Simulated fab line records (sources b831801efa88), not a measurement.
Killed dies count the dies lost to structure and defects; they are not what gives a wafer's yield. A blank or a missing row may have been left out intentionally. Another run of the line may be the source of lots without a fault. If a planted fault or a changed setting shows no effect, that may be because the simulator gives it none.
Code-filled problem report in 8D (eight disciplines) form / flow sky130 / the parts of the form that need people (team, actions taken, sign-off) are left out

== 1. THE PROBLEM ==
Wafers without a fault read 24, standard deviation 5.1; killed at contacts at SKY_PAD_OPEN_PROBE_99 reads a mean of 233 on 6 wafers belonging to 2 lots. That is +41 standard deviations from the usual mean.
First observed at day 50 07:46: wafer L760.1, on prober-01. Wafers with a number at this step in the record: 39, from 13 lots. The rule behind "out" and "out of limits": a value lying over 4 standard deviations away from the usual mean. The rest of the wafers with a number are treated as sound.

== 2. WHAT IT IS, AND WHAT IT ISN'T ==
question=which readings at this step | is=killed at contacts, killed dies, killed on rim | is not=killed_at_M0_to_M3, killed_at_M4_up, killed at other
question=which lots | is=L760, L761 | is not=L742, L744, L745, L747, L748, L749, L751, L753, L754, L759, L764
question=which wafers of those lots | is=all that have a number | is not=-
question=read on which tools | is=prober-01, prober-02 | is not=-
question=when | is=from day 50 07:46 | is not=up to then (30 sound wafers); but 3 sound wafers of L764 came after

== 3. SUSPECTS, AND WHAT RULES EACH OUT ==
Counting: any tool at a process step up to the reading is kept as a suspect provided that every lot that is out went through it and no sound lot did after the first of them.
- cmp-01 at SKY_LI_CONTACT_CMP_02 (polishes PSG): kept. It processed each lot that is out, first L760 at day 34 06:07, and no sound lot thereafter; up to then, the last sound lot it processed was L754 at day 32 14:16.
Remaining after the count: cmp-01 at SKY_LI_CONTACT_CMP_02.

== 4. THE CAUSE (what the simulator had put in) ==
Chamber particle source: cmp-01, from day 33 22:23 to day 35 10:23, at SKY_LI_CONTACT_CMP_02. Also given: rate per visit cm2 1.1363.
This tool alone remained once counting was done.

== 5. SEQUENCE OF EFFECTS, ordered by route ==
Each row: a reading where the mean over the struck wafers with a number is more than 3 standard deviations away from the usual. Only readings for which the record gives a usual standard deviation are gone through. hours: the time from each lot's start at the first step in this table that gives one to its start at this step, as a median over the lots. sigmas: the change in usual standard deviations.
hours=0; step=SKY_PAD_OPEN_PROBE_99; reading=killed at contacts; usual=24; on struck wafers=233; change=+209; sigmas=+41
hours=0; step=SKY_PAD_OPEN_PROBE_99; reading=killed dies; usual=84; on struck wafers=280; change=+196; sigmas=+23
hours=0; step=SKY_PAD_OPEN_PROBE_99; reading=killed on rim; usual=17; on struck wafers=53; change=+36; sigmas=+10
It contains these process steps:
- SKY_PAD_OPEN_PROBE_99

== 6. HOW IT WOULD HAVE BEEN CAUGHT EARLIER ==
In this record no reading fell out of limits until day 50 07:46, 393 hours after the fault had begun at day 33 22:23.
An alarm limit of 4 standard deviations would not have fired on the tool readings at SKY_LI_CONTACT_CMP_02 for which the record gives a usual standard deviation, since none of them was out on any struck wafer.
By day 50 07:46, every lot that is out (2) had started SKY_LI_CONTACT_CMP_02 on cmp-01. Holding the tool at that point would not have protected any of them.
